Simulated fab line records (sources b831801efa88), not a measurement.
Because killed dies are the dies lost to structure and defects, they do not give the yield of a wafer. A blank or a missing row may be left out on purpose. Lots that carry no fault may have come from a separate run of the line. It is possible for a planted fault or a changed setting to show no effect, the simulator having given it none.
8D (eight disciplines) problem report, filled in by code	flow sky130	the parts of the form that need people (team, actions taken, sign-off) are left out

## 1. THE ISSUE
NWELL_2_TW at SKY_NWELL_TW_MEAS_26 reads a mean of 30 on 3 wafers of 1 lot; wafers without a fault read 498 with a standard deviation of 3.7. That is -99 or more standard deviations from the usual mean.
The first sign was on wafer L544.1 at day 8 12:56, on film-metro-04. At this step, 39 wafers from 13 lots have a number in the record. Rule for "out", or "out of limits": more than 4 standard deviations from the usual mean. The other wafers with a number count as sound.

## 2. WHAT IT IS, WHAT IT ISN'T
question	is	is not
which readings at this step	NWELL_2_TW	-
which lots	L544	L531, L532, L533, L534, L535, L536, L538, L539, L549, L551, L552, L554
which wafers of those lots	all that have a number	-
read on which gauges	film-metro-04	film-metro-01, film-metro-03
when	from day 8 12:56	up to then (24 sound wafers); but 12 sound wafers of L549, L551, L552, L554 came after

## 3. SUSPECTS, AND WHAT RULES EACH OUT
Counting: a tool at a process step up to the reading stays a suspect if it ran every lot that is out and no sound lot after the first of them.
- the gauge at SKY_NWELL_TW_MEAS_26: ruled out. All the wafers that are out were read on film-metro-04, but those of them that SKY_NWELL_STRIP_14 has rows for are out there too, on other tools.
- plasma-asher-03 at SKY_PWDE_STRIP_09 (strips in O2/N2): ruled out as a lasting fault. The sound lots L549, L551, L554 went through it after L544, its earliest lot that is out (day 6 21:17).
- plasma-asher-01 at SKY_NWELL_STRIP_14 (strips in O2/N2): ruled out as a lasting fault. The sound lots L551, L554 went through it after L544, its earliest lot that is out (day 7 16:55).
- plasma-asher-02 at SKY_NWELL_STRIP_25 (strips in O2/N2): ruled out as a lasting fault. The sound lots L551 went through it after L544, its earliest lot that is out (day 8 12:50).
Left after counting: nothing in the record.

## 4. THE CAUSE (what the simulator had put in)
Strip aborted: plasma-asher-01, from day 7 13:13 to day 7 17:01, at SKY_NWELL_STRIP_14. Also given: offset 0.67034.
It was ruled out by counting, in error; the rule expects a fault to strike all lots run on its tool from its start on, and this fault did not.

## 5. THE CHAIN OF EFFECTS, in route order
Each row: a reading whose mean over the struck wafers that have a number lies more than 3 standard deviations from the usual. Readings are gone through only where the record gives a usual standard deviation; hours: the median, over the lots, of the time from a lot's start at the first step in this table giving one to that lot's start at this step; sigmas: the change measured in usual standard deviations.
hours	step	reading	usual	on struck wafers	change	sigmas
0	SKY_NWELL_STRIP_14	oes-product-au	0.722 a.u.	0.943	+0.221	+47
20	SKY_NWELL_STRIP_25	strip-time-to-endpoint-s	36.95 s	55.43	+18.48	+99 or more
20	SKY_NWELL_TW_MEAS_26	NWELL_2_TW	498	30	-468	-99 or more
Process steps it contains:
- SKY_NWELL_STRIP_14: strips in O2/N2.
- SKY_NWELL_STRIP_25: strips in O2/N2.
Readings that are blank on the struck wafers while sound wafers have them: strip-time-to-endpoint-s at SKY_NWELL_STRIP_14.
Later steps that measure or inspect, where all struck wafers having a row at the step show a number for every such reading and not one has moved that far: SKY_NWELL_RS_MEAS_31.

## 6. WHAT WOULD HAVE CAUGHT IT SOONER
In this record the first reading out of limits at a measuring or inspecting step was taken at day 8 12:56, 24 hours after the fault began at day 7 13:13.
Tool's own readings at SKY_NWELL_STRIP_14, oes-product-au: out on all struck wafers the step has rows for; an alarm limit on them would have tripped on the first.
